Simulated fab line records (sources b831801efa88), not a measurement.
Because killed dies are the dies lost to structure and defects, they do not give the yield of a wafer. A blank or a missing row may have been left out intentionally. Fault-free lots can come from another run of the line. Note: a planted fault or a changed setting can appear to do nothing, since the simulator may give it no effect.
2 desks, one fault    flow sky130    only its own numbers are on each desk; what lay behind them is given at the end

== METROLOGY DESK ==
Lot by lot, what the gauges showed, no matter which tool ran the lot: averages of those sampled wafers that carry a number. The brackets show how far a lot's mean lies from the usual mean; more than 4 standard deviations puts the lot out of limits, marked OUT.
Columns: A = LDD_LDN_OVL at SKY_LDD_LDN_OVL_MEAS_07, usual -0.1 nm; B = SPACER_CVD_00_THK at SKY_SPACER_THK_MEAS_01, usual 42.8 nm; C = SD_P_RS at SKY_SD_N_RS_MEAS_17, usual 147.0 ohm/sq
lot   first seen here  A     B     C
L313  day 25 00:36     3.0   43.1  146.8
L314  day 26 04:03     0.9   42.9  147.1
L317  day 26 16:24     1.5   42.8  146.8
L318  day 27 07:10     -1.0  43.2  146.5
L319  day 27 11:44     -0.0  42.8  146.7
L322  day 28 15:40     1.4   43.3  147.2
L325  day 29 08:28     1.4   42.3  150.4 (+7.5) OUT
L324  day 29 12:01     -1.8  42.5  149.6 (+5.8) OUT
L327  day 30 01:16     1.1   42.3  149.0 (+4.5) OUT
L328  day 30 04:22     -1.4  42.6  147.0
L329  day 30 11:18     -0.1  42.8  147.2
L332  day 31 10:04     -0.7  42.9  147.0
This desk reports L324, L325, L327 out of limits; the earliest was L325 at day 34 00:33 (SD_P_RS at SKY_SD_N_RS_MEAS_17). In limits: L313, L314, L317, L318, L319, L322, L328, L329, L332.

== FOR THE TOOL OWNER'S DESK: implanter-01 ==
The tool's own readings at SKY_SD_P_IMPLANT_09, given as means over the sampled wafers that have a number, one for each lot that went through this tool. The brackets show how far a lot's mean lies from the usual mean; more than 4 standard deviations puts the lot out of limits, marked OUT.
Columns: A = beam-energy-keV at SKY_SD_P_IMPLANT_09, usual 20.000; B = faraday-current-uA at SKY_SD_P_IMPLANT_09, usual 12430
lot   first seen here  A                         B
L317  day 29 04:09     20.002                    12174
L318  day 29 20:49     19.997                    12094
L322  day 31 03:02     19.996                    12048
L325  day 31 18:20     19.223 (-99 or more) OUT  12198
L324  day 31 22:30     19.229 (-99 or more) OUT  12084
L327  day 32 12:00     19.232 (-99 or more) OUT  11991
Finding of this desk: L324, L325, L327 out of limits; the first was L325 at day 31 18:20, on beam-energy-keV at SKY_SD_P_IMPLANT_09. In limits: L317, L318, L322.

== BROUGHT TOGETHER ==
At day 31 18:20, on L324, L325, L327, the tool owner's desk was in a position to raise an alarm.
An alarm was possible from the metrology desk at day 34 00:33, on L324, L325, L327.
Of the lots named, all ran SKY_SD_P_IMPLANT_09 on implanter-01.

== WHAT THE SIMULATOR HAD PUT IN ==
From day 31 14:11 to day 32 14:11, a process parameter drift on implanter-01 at SKY_SD_P_IMPLANT_09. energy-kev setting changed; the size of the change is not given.
Lots struck among those shown: L324, L325, L327.
Hours from the fault's start to each desk's first reading out of limits: the tool owner's desk, 4; the metrology desk, 58.
